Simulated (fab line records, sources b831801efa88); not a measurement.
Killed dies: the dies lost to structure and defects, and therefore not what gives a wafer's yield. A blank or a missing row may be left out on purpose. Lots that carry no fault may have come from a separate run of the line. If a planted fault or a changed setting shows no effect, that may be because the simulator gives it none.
8D (eight disciplines) problem report, filled in by code || flow gf180mcu || the parts of the form that need people (team, actions taken, sign-off) are left out

## 1. WHAT IS WRONG
Mean POLY_GATE_CVD_00_THK at GF_POLY_GATE_THK_MEAS_01: 127.6 nm over 6 wafers in 2 lots; fault-free wafers: 199.9 nm, standard deviation 2.1. Measured from the usual mean, that is -34 standard deviations.
The first sign was on wafer L610.1 at day 12 06:14, on film-metro-02. At this step, 39 wafers from 13 lots have a number in the record. Rule for "out" (also "out of limits"): further than 4 standard deviations from the usual mean. Any other wafer with a number is counted as sound.

## 2. WHAT IT IS, AND WHAT IT ISN'T
{"question": "which readings at this step", "is": "POLY_GATE_CVD_00_THK", "is not": "-"}
{"question": "which lots", "is": "L610, L612", "is not": "L598, L599, L600, L604, L605, L608, L609, L611, L618, L620, L621"}
{"question": "which wafers of those lots", "is": "all that have a number", "is not": "-"}
{"question": "read on which gauges", "is": "film-metro-02", "is not": "film-metro-03, film-metro-04"}
{"question": "when", "is": "from day 12 06:14", "is not": "up to then (21 sound wafers); but 12 sound wafers of L611, L618, L620, L621 came after"}

## 3. SUSPECTS, AND WHAT RULES EACH OUT
Counting: a tool at a process step up to the reading stays a suspect if it ran every lot that is out and no sound lot after the first of them.
- the gauge at GF_POLY_GATE_THK_MEAS_01 is ruled out. All the wafers that are out were read on film-metro-02, but those of them that GF_POLY_GATE_ETCH_13 has rows for are out there too, on other tools.
- lpcvd-02 at GF_POLY_GATE_CVD_00 (deposits poly-Si, target thk 200 nm, time 1200 s): ruled out as a lasting fault. Following L610 (day 12 03:14), the first lot on it that is out, the sound lots L620 were run on it.
Left after counting: nothing in the record.

## 4. THE CAUSE (what the simulator had put in)
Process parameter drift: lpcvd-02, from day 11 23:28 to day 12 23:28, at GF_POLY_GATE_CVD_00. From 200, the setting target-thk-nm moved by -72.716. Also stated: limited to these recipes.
It was ruled out by counting, in error; the rule expects a fault to strike all lots run on its tool from its start on, and this fault did not.

## 5. THE EFFECT CHAIN, in route order
One row per reading whose mean, taken over the struck wafers that have a number, lies over 3 standard deviations from the usual. Only readings whose record carries a usual standard deviation are examined. hours: median over the lots of the time between each lot's start at the first step of this table that gives one and its start at this step. sigmas: the change, counted in usual standard deviations.
{"hours": 0, "step": "GF_POLY_GATE_THK_MEAS_01", "reading": "POLY_GATE_CVD_00_THK", "usual": "199.9 nm", "on struck wafers": 127.6, "change": -72.3, "sigmas": -34}
{"hours": 20, "step": "GF_POLY_GATE_ETCH_13", "reading": "oes-product-au", "usual": "0.990 a.u.", "on struck wafers": 0.740, "change": -0.250, "sigmas": -28}
It contains these process steps:
- GF_POLY_GATE_ETCH_13: etches poly-Si in HBr/Cl2, stops on SiO2, target depth 198.5 nm, time 69.6 s.
At these later measuring or inspecting steps, every struck wafer for which the step has a row has a number for every such reading, and none has moved that far: GF_M1_RS_MEAS_05, GF_M1_THK_MEAS_06, GF_M1_CD_MEAS_14.

## 6. HOW IT WOULD HAVE BEEN CAUGHT EARLIER
7 hours passed between the start of the fault at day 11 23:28 and the first reading out of limits at a measuring or inspecting step in this record, taken at day 12 06:14.
